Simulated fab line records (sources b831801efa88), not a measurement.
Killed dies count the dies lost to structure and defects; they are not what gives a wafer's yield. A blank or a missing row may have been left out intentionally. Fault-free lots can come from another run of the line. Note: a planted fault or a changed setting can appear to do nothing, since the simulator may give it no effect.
fab line records | flow sky130
record lots=14 | wafers=42 | last_day=50
route steps=708 shown SPACER@305 POLY_CUT@307 SD_P@328 PAD_OPEN@708
lots with no fault: from the same line, run without faults
start_h: hours from the record's first day to the start of the lot's first wafer shown | wait_h: how many hours have passed since the lot's step before this one | " repeats the value in the row above | L1.1+2: several wafers, shown together as one row | - value missing, or start not given | * or withheld: withheld | < > ~ a bound
route shown NAME@n: names a module that has steps shown in the file, with the first one's number in the route | usual: mean/standard deviation of fault-free wafers | same: alike in all rows | chamber/n: place in a boat | sites: each site's reading | _std_site: their standard deviation | _edge_site: inner sites' mean taken away from outer sites' mean | radius_mm: how far each site lies from the wafer's centre | mask NAME#n: copy n | behind: the tool/chamber that last shaped the wafer | hold: what put the lot on hold/how long, in hours/how the hold closed | device: the transistor (n, p or np) that didn't switch | end of line: tests of these same wafers at the route's end | a step given without rows: its recipe and nothing more | killed: not the wafer's yield, but the dies lost to structure and defects at the first sort | map: shows each die of a wafer: x if killed, . if not, _ if none is there
set.NAME: setting as actually run; set.NAME@STEP: the setting as run at that earlier step | model.NAME: the simulator's own value behind a step, which no gauge read
one table for each step of the route and one row for each wafer, over a sample of lots
## steps
# step SKY_SPACER_THK_MEAS_01
# recipe reads=Si3N4_of_SPACER_CVD_00
# usual SPACER_CVD_00_THK=42.9/0.42
lot.wafer | tool          | chamber | start_h | wait_h | SPACER_CVD_00_THK[nm]
L498.1    | film_metro-01 | -       | 524.71  | 0.0    | 42.5
L498.3    | "             | -       | "       | "      | 42.9
L498.4    | "             | -       | "       | "      | 42.8
L499.4    | film_metro-02 | -       | 530.72  | 0.0    | 43.0
L499.5    | "             | -       | "       | "      | 43.3
L499.6    | "             | -       | "       | "      | 43.2
L500.3    | film_metro-02 | -       | 547.16  | 0.0    | 42.9
L500.5    | "             | -       | "       | "      | 42.8
L500.6    | "             | -       | "       | "      | 42.6
L505.1    | film_metro-02 | -       | 590.34  | 0.0    | 43.0
L505.3    | "             | -       | "       | "      | 42.6
L505.4    | "             | -       | "       | "      | 42.7
L506.3    | film_metro-02 | -       | 604.40  | 0.0    | 43.1
L506.5    | "             | -       | "       | "      | 43.0
L506.6    | "             | -       | "       | "      | 43.3
L508.2    | film_metro-02 | -       | 625.72  | 0.0    | 42.9
L508.4    | "             | -       | "       | "      | 43.0
L508.5    | "             | -       | "       | "      | 42.7
L512.3    | film_metro-03 | -       | 652.23  | 0.0    | 43.6
L512.4    | "             | -       | "       | "      | 43.2
L512.5    | "             | -       | "       | "      | 43.7
L513.1    | film_metro-03 | -       | 662.82  | 0.0    | 42.5
L513.2    | "             | -       | "       | "      | 42.8
L513.4    | "             | -       | "       | "      | 42.6
L515.1    | film_metro-03 | -       | 676.02  | 0.0    | 42.9
L515.4    | "             | -       | "       | "      | 43.0
L515.5    | "             | -       | "       | "      | 43.5
L516.3    | film_metro-03 | -       | 682.38  | 0.0    | 43.0
L516.4    | "             | -       | "       | "      | 43.0
L516.5    | "             | -       | "       | "      | 43.2
L518.1    | film_metro-03 | -       | 689.24  | 0.0    | 43.0
L518.5    | "             | -       | "       | "      | 43.1
L518.6    | "             | -       | "       | "      | 42.8
L519.1    | film_metro-01 | -       | 695.21  | 0.0    | 42.9
L519.3    | "             | -       | "       | "      | 43.2
L519.4    | "             | -       | "       | "      | 43.3
L520.1    | film_metro-02 | -       | 709.34  | 0.0    | 42.4
L520.2    | "             | -       | "       | "      | 42.3
L520.5    | "             | -       | "       | "      | 42.5
L521.2    | film_metro-02 | -       | 724.95  | 0.0    | 42.8
L521.4    | "             | -       | "       | "      | 42.4
L521.6    | "             | -       | "       | "      | 42.1
# step SKY_POLY_CUT_DEHYDRATE_00
# recipe temp_c=200 | time_s=60
# usual heater_power_total_W=160.35/0.13 | plate_temp_C=199.97/0.16
lot.wafer | tool           | chamber | start_h | wait_h | heater_power_total_W | plate_temp_C
L498.1    | litho_track-04 | 0       | 539.80  | 15.0   | 160.40               | 199.88
L498.3    | "              | 0       | "       | "      | 160.58               | 200.09
L498.4    | "              | 0       | "       | "      | 160.59               | 200.01
L499.4    | litho_track-04 | 0       | 545.57  | 14.8   | 160.32               | 200.04
L499.5    | "              | 0       | "       | "      | 160.45               | 199.73
L499.6    | "              | 0       | "       | "      | 160.50               | 200.02
L500.3    | litho_track-02 | 0       | 561.23  | 14.0   | 160.27               | 200.22
L500.5    | "              | 0       | "       | "      | 160.54               | 200.23
L500.6    | "              | 0       | "       | "      | 160.50               | 200.29
L505.1    | litho_track-04 | 0       | 604.30  | 13.9   | 160.44               | 200.03
L505.3    | "              | 0       | "       | "      | 160.35               | 200.10
L505.4    | "              | 0       | "       | "      | 160.14               | 200.00
L506.3    | litho_track-02 | 0       | 617.73  | 13.3   | 160.54               | 200.03
L506.5    | "              | 0       | "       | "      | 160.31               | 200.18
L506.6    | "              | 0       | "       | "      | 160.20               | 200.06
L508.2    | litho_track-04 | 0       | 638.72  | 12.9   | 162.98               | 202.20
L508.4    | "              | 0       | "       | "      | 162.93               | 202.29
L508.5    | "              | 0       | "       | "      | 162.84               | 202.58
L512.3    | litho_track-04 | 0       | 666.15  | 13.9   | 162.77               | 202.74
L512.4    | "              | 0       | "       | "      | 162.99               | 202.74
L512.5    | "              | 0       | "       | "      | 162.90               | 202.71
L513.1    | litho_track-01 | 0       | 675.91  | 13.0   | 160.48               | 200.07
L513.2    | "              | 0       | "       | "      | 160.58               | 200.16
L513.4    | "              | 0       | "       | "      | 160.23               | 200.04
L515.1    | litho_track-01 | 0       | 689.41  | 13.3   | 160.43               | 199.92
L515.4    | "              | 0       | "       | "      | 160.39               | 199.89
L515.5    | "              | 0       | "       | "      | 160.24               | 200.11
L516.3    | litho_track-01 | 0       | 696.21  | 13.8   | 160.18               | 199.71
L516.4    | "              | 0       | "       | "      | 160.33               | 199.85
L516.5    | "              | 0       | "       | "      | 160.29               | 200.11
L518.1    | litho_track-01 | 0       | 702.21  | 12.9   | 160.18               | 199.82
L518.5    | "              | 0       | "       | "      | 160.19               | 200.04
L518.6    | "              | 0       | "       | "      | 160.36               | 200.09
L519.1    | litho_track-01 | 0       | 708.56  | 13.3   | 160.33               | 199.82
L519.3    | "              | 0       | "       | "      | 160.24               | 199.77
L519.4    | "              | 0       | "       | "      | 160.47               | 199.87
L520.1    | litho_track-04 | 0       | 722.20  | 12.8   | 160.56               | 200.17
L520.2    | "              | 0       | "       | "      | 160.30               | 199.83
L520.5    | "              | 0       | "       | "      | 160.30               | 200.06
L521.2    | litho_track-04 | 0       | 737.92  | 12.9   | 160.38               | 200.06
L521.4    | "              | 0       | "       | "      | 160.55               | 199.85
L521.6    | "              | 0       | "       | "      | 160.30               | 199.91
# step SKY_POLY_CUT_OVL_MEAS_09
# usual POLY_CUT_OVL=2/5.2
lot.wafer | tool       | chamber | start_h | wait_h | POLY_CUT_OVL[nm]
L498.1    | overlay-02 | -       | 554.85  | 0.1    | 4
L498.3    | "          | -       | "       | "      | -7
L498.4    | "          | -       | "       | "      | 1
L499.4    | overlay-02 | -       | 561.10  | 0.1    | -1
L499.5    | "          | -       | "       | "      | -4
L499.6    | "          | -       | "       | "      | 8
L500.3    | overlay-02 | -       | 576.83  | 0.1    | 2
L500.5    | "          | -       | "       | "      | 5
L500.6    | "          | -       | "       | "      | 6
L505.1    | overlay-01 | -       | 618.77  | 0.1    | -1
L505.3    | "          | -       | "       | "      | -1
L505.4    | "          | -       | "       | "      | 2
L506.3    | overlay-01 | -       | 633.34  | 0.1    | -2
L506.5    | "          | -       | "       | "      | 2
L506.6    | "          | -       | "       | "      | 1
L508.2    | overlay-02 | -       | 654.29  | 0.1    | 3
L508.4    | "          | -       | "       | "      | 10
L508.5    | "          | -       | "       | "      | -3
L512.3    | overlay-01 | -       | 680.79  | 0.1    | 6
L512.4    | "          | -       | "       | "      | 1
L512.5    | "          | -       | "       | "      | 1
L513.1    | overlay-01 | -       | 691.05  | 0.1    | 8
L513.2    | "          | -       | "       | "      | 4
L513.4    | "          | -       | "       | "      | 7
L515.1    | overlay-01 | -       | 703.80  | 0.1    | 0
L515.4    | "          | -       | "       | "      | 6
L515.5    | "          | -       | "       | "      | -2
L516.3    | overlay-01 | -       | 711.24  | 0.1    | 7
L516.4    | "          | -       | "       | "      | 1
L516.5    | "          | -       | "       | "      | 4
L518.1    | overlay-01 | -       | 716.52  | 0.1    | 4
L518.5    | "          | -       | "       | "      | 0
L518.6    | "          | -       | "       | "      | 3
L519.1    | overlay-02 | -       | 723.13  | 0.1    | -2
L519.3    | "          | -       | "       | "      | 5
L519.4    | "          | -       | "       | "      | 8
L520.1    | overlay-01 | -       | 736.92  | 0.1    | 0
L520.2    | "          | -       | "       | "      | -2
L520.5    | "          | -       | "       | "      | -2
L521.2    | overlay-02 | -       | 752.78  | 0.1    | 4
L521.4    | "          | -       | "       | "      | 3
L521.6    | "          | -       | "       | "      | 6
# step SKY_SD_P_OVL_MEAS_08
# usual SD_P_OVL=-0.1/1.4
lot.wafer | tool       | chamber | start_h | wait_h | SD_P_OVL[nm]
L498.1    | overlay-01 | -       | 584.17  | 0.1    | 1.7
L498.3    | "          | -       | "       | "      | 1.3
L498.4    | "          | -       | "       | "      | 0.4
L499.4    | overlay-02 | -       | 589.29  | 0.1    | -0.9
L499.5    | "          | -       | "       | "      | 0.3
L499.6    | "          | -       | "       | "      | -0.2
L500.3    | overlay-02 | -       | 606.44  | 0.1    | 0.7
L500.5    | "          | -       | "       | "      | -0.5
L500.6    | "          | -       | "       | "      | -0.9
L505.1    | overlay-02 | -       | 647.48  | 0.1    | 2.1
L505.3    | "          | -       | "       | "      | 2.3
L505.4    | "          | -       | "       | "      | 2.2
L506.3    | overlay-02 | -       | 662.09  | 0.1    | -0.5
L506.5    | "          | -       | "       | "      | -1.3
L506.6    | "          | -       | "       | "      | -2.0
L508.2    | overlay-02 | -       | 682.82  | 0.1    | 0.3
L508.4    | "          | -       | "       | "      | 0.8
L508.5    | "          | -       | "       | "      | 0.0
L512.3    | overlay-01 | -       | 709.16  | 0.1    | -1.1
L512.4    | "          | -       | "       | "      | -2.7
L512.5    | "          | -       | "       | "      | -3.3
L513.1    | overlay-01 | -       | 719.23  | 0.1    | 2.6
L513.2    | "          | -       | "       | "      | 2.2
L513.4    | "          | -       | "       | "      | 1.8
L515.1    | overlay-01 | -       | 731.22  | 0.1    | 1.1
L515.4    | "          | -       | "       | "      | -0.4
L515.5    | "          | -       | "       | "      | -0.9
L516.3    | overlay-02 | -       | 738.44  | 0.1    | 0.5
L516.4    | "          | -       | "       | "      | 1.5
L516.5    | "          | -       | "       | "      | -1.0
L518.1    | overlay-02 | -       | 744.07  | 0.1    | 0.6
L518.5    | "          | -       | "       | "      | -1.1
L518.6    | "          | -       | "       | "      | 0.6
L519.1    | overlay-01 | -       | 750.97  | 0.1    | -1.8
L519.3    | "          | -       | "       | "      | -2.4
L519.4    | "          | -       | "       | "      | -0.5
L520.1    | overlay-02 | -       | 764.38  | 0.1    | -1.0
L520.2    | "          | -       | "       | "      | 0.3
L520.5    | "          | -       | "       | "      | -0.3
L521.2    | overlay-02 | -       | 780.12  | 0.1    | -0.1
L521.4    | "          | -       | "       | "      | 0.5
L521.6    | "          | -       | "       | "      | 1.6
# step SKY_PAD_OPEN_PROBE_99
# usual killed_at_M0_to_M3=43/6.4 | killed_at_M4_up=3.5/1.8 | killed_at_contacts=25/5.7 | killed_at_front_end=15/3.9 | killed_at_other=0.3/0.67 | killed_dies=87/8.6 | killed_open=47/6.7 | killed_short=39/5.9
# same gross_dies=492 | killed_at_back_side=0
lot.wafer | tool      | chamber | start_h | wait_h | killed_at_M0_to_M3 | killed_at_M4_up | killed_at_contacts | killed_at_front_end | killed_at_other | killed_dies | killed_open | killed_short
L512.3    | prober-02 | -       | 1159.96 | 0.2    | 47                 | 2               | 21                 | 23                  | 1               | 94          | 53          | 40
L512.4    | prober-02 | -       | 1160.01 | 0.2    | 53                 | 7               | 17                 | 13                  | 0               | 90          | 47          | 43
L512.5    | prober-02 | -       | 1160.06 | 0.2    | 57                 | 5               | 32                 | 15                  | 0               | 109         | 60          | 49
L519.1    | prober-01 | -       | 1184.56 | 0.1    | 37                 | 1               | 22                 | 13                  | 0               | 73          | 40          | 33
L519.3    | prober-01 | -       | 1184.66 | 0.2    | 41                 | 1               | 36                 | 15                  | 0               | 93          | 54          | 39
L519.4    | prober-01 | -       | 1184.71 | 0.2    | 48                 | 2               | 27                 | 17                  | 1               | 95          | 52          | 43
L521.2    | prober-02 | -       | 1201.45 | 0.1    | 37                 | 5               | 24                 | 15                  | 0               | 81          | 52          | 29
L521.4    | prober-02 | -       | 1201.55 | 0.2    | 40                 | 3               | 30                 | 19                  | 0               | 92          | 50          | 42
L521.6    | prober-02 | -       | 1201.65 | 0.2    | 45                 | 4               | 19                 | 15                  | 0               | 83          | 44          | 39
# killed by level:class
L512.3 CONTACT:geometric_particle:open=10 METAL2:geometric_particle:short=10 VIA2:geometric_particle:open=9 FIELD_ISO:geometric_particle:open=8 FIELD_ISO:geometric_particle:short=6 VIA1:geometric_particle:open=6 METAL1:geometric_particle:short=5 VIA3:geometric_particle:open=5
L512.4 VIA2:geometric_particle:open=9 VIA3:geometric_particle:open=9 CONTACT:geometric_particle:open=7 VIA1:geometric_particle:short=7 VIA1:geometric_particle:open=7 METAL2:geometric_particle:short=6 FIELD_ISO:geometric_particle:open=5 METAL1:geometric_particle:short=5
L512.5 VIA1:geometric_particle:open=16 LI_CONTACT:geometric_particle:open=11 CONTACT:geometric_particle:open=10 METAL2:geometric_particle:short=8 VIA1:geometric_particle:short=7 VIA3:geometric_particle:open=6 VIA2:geometric_particle:open=5 LI_CONTACT:geometric_particle:short=5
L519.1 VIA1:geometric_particle:open=8 VIA3:geometric_particle:open=8 CONTACT:geometric_particle:open=7 VIA2:geometric_particle:open=6 CONTACT:geometric_particle:short=6 LOCAL_INTERCONNECT:geometric_particle:short=5 LI_CONTACT:geometric_particle:open=4 VIA3:geometric_particle:short=4
L519.3 CONTACT:geometric_particle:open=17 LI_CONTACT:geometric_particle:open=7 VIA2:geometric_particle:open=7 LOCAL_INTERCONNECT:geometric_particle:short=6 VIA1:geometric_particle:open=6 METAL2:geometric_particle:short=6 FIELD_ISO:geometric_particle:open=5 VIA3:geometric_particle:short=5
L519.4 LI_CONTACT:geometric_particle:open=13 VIA1:geometric_particle:open=8 VIA3:geometric_particle:open=8 FIELD_ISO:geometric_particle:short=7 VIA2:geometric_particle:open=7 LOCAL_INTERCONNECT:geometric_particle:short=6 METAL2:geometric_particle:short=5 FIELD_ISO:geometric_particle:open=4
L521.2 CONTACT:geometric_particle:open=8 LI_CONTACT:geometric_particle:open=8 VIA2:geometric_particle:open=8 VIA1:geometric_particle:open=7 POLY_GATE:geometric_particle:open=5 METAL1:geometric_particle:short=5 LI_CONTACT:geometric_particle:short=4 FIELD_ISO:geometric_particle:open=3
L521.4 CONTACT:geometric_particle:open=9 LI_CONTACT:geometric_particle:open=7 VIA1:geometric_particle:open=7 VIA3:geometric_particle:open=6 LI_CONTACT:geometric_particle:short=5 LOCAL_INTERCONNECT:geometric_particle:short=5 VIA2:geometric_particle:open=5 VIA2:geometric_particle:short=5
L521.6 VIA1:geometric_particle:open=9 METAL2:geometric_particle:short=8 CONTACT:geometric_particle:open=8 VIA2:geometric_particle:open=6 METAL1:geometric_particle:short=6 VIA3:geometric_particle:open=6 LI_CONTACT:geometric_particle:open=5 FIELD_ISO:geometric_particle:open=4
## key
first_sign step=SKY_POLY_CUT_DEHYDRATE_00 | reading=heater_power_total_W | direction=up | sigmas=20 | usual=* | struck=*
effect step=SKY_POLY_CUT_DEHYDRATE_00 | reading=plate_temp_C | direction=up | sigmas=16 | usual=* | struck=*
met_at SKY_POLY_CUT_DEHYDRATE_00
struck_lots L508,L512
tester_left_out L508,L512
not_acting_at SKY_SPACER_THK_MEAS_01,SKY_POLY_CUT_OVL_MEAS_09,SKY_SD_P_OVL_MEAS_08
onset_between 604.30 638.72
fault kind=process_parameter_drift | tool=litho_track-04 | chamber=- | onset_h=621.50 | steps=SKY_POLY_CUT_DEHYDRATE_00 | channel=temp_c | offset=* | shape=step | end_h=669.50 | acts_in=* | stated=*
# tester_left_out: of these lots the tester's yield and bins aren't shown, on N5 and GAA mostly nor the transistor test; their killed dies are dies lost to structure and defects alone, not to doping, threshold or leakage, so they don't give the yield
